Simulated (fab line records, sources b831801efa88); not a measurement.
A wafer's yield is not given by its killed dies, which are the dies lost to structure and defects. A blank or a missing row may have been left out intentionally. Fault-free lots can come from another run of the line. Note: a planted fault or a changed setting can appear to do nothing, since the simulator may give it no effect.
Chamber matching	flow sky130	rie-diel-02 running SKY_VIA1_ETCH_15: 4 sister chambers
The step etches SiO2 in C4F8/O2/Ar, stops on TiN, target depth 351 nm, time 54 s. 16 wafers are shown with their chamber, then 8 later ones without.

WAFERS PAIRED WITH THEIR CHAMBERS
wafer	chamber	oes-product-au (a.u.)
L077.1	0	0.971
L077.2	1	0.974
L077.4	3	0.984
L078.3	2	0.965
L078.4	2	0.964
L078.6	1	0.963
L084.2	3	0.975
L084.3	0	0.970
L084.6	2	0.964
L088.1	3	0.978
L088.2	0	0.972
L088.3	1	0.964
L083.1	3	0.980
L083.2	1	0.977
L083.3	2	0.971
L083.4	0	0.970

SIGNATURES, as means of the wafers listed above
reading	chamber 0	chamber 1	chamber 2	chamber 3	scatter within a chamber
oes-product-au	0.97075	0.96950	0.96600	0.97925	0.00436
Rule: for a wafer and a chamber, the distance is found by dividing, reading by reading, the gap between the wafer's reading and the chamber's mean by the reading's scatter, squaring, summing and taking the root. If the next closest chamber is less than 2 further off than the closest, the wafer can't be placed; otherwise it belongs to the closest. How the scatter is found: for the shown wafers, subtract from each reading the mean of its chamber, square and add these, divide the total by (wafers less chambers), then take the root.

WAFERS WITH NO CHAMBER GIVEN
wafer	oes-product-au (a.u.)
L083.5	0.973
L083.6	0.972
L089.1	0.967
L089.2	0.960
L089.3	0.973
L089.4	0.982
L089.5	0.977
L089.6	0.955

THE CHAMBER EACH PASSED THROUGH
wafer	from the rows above	in truth
L083.5	can't be placed: 0 or 1 or 3 or 2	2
L083.6	can't be placed: 0 or 1 or 2 or 3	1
L089.1	can't be placed: 2 or 1 or 0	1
L089.2	can't be placed: 2 or 1 or 0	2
L089.3	can't be placed: 0 or 1 or 3 or 2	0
L089.4	can't be placed: 3 or 0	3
L089.5	can't be placed: 3 or 0 or 1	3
L089.6	can't be placed: 2 or 1 or 0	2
0 of 8 placed correctly. Cannot be placed on the basis of these rows: 8; the candidates contain the true chamber in 8. Number placed wrongly: 0.
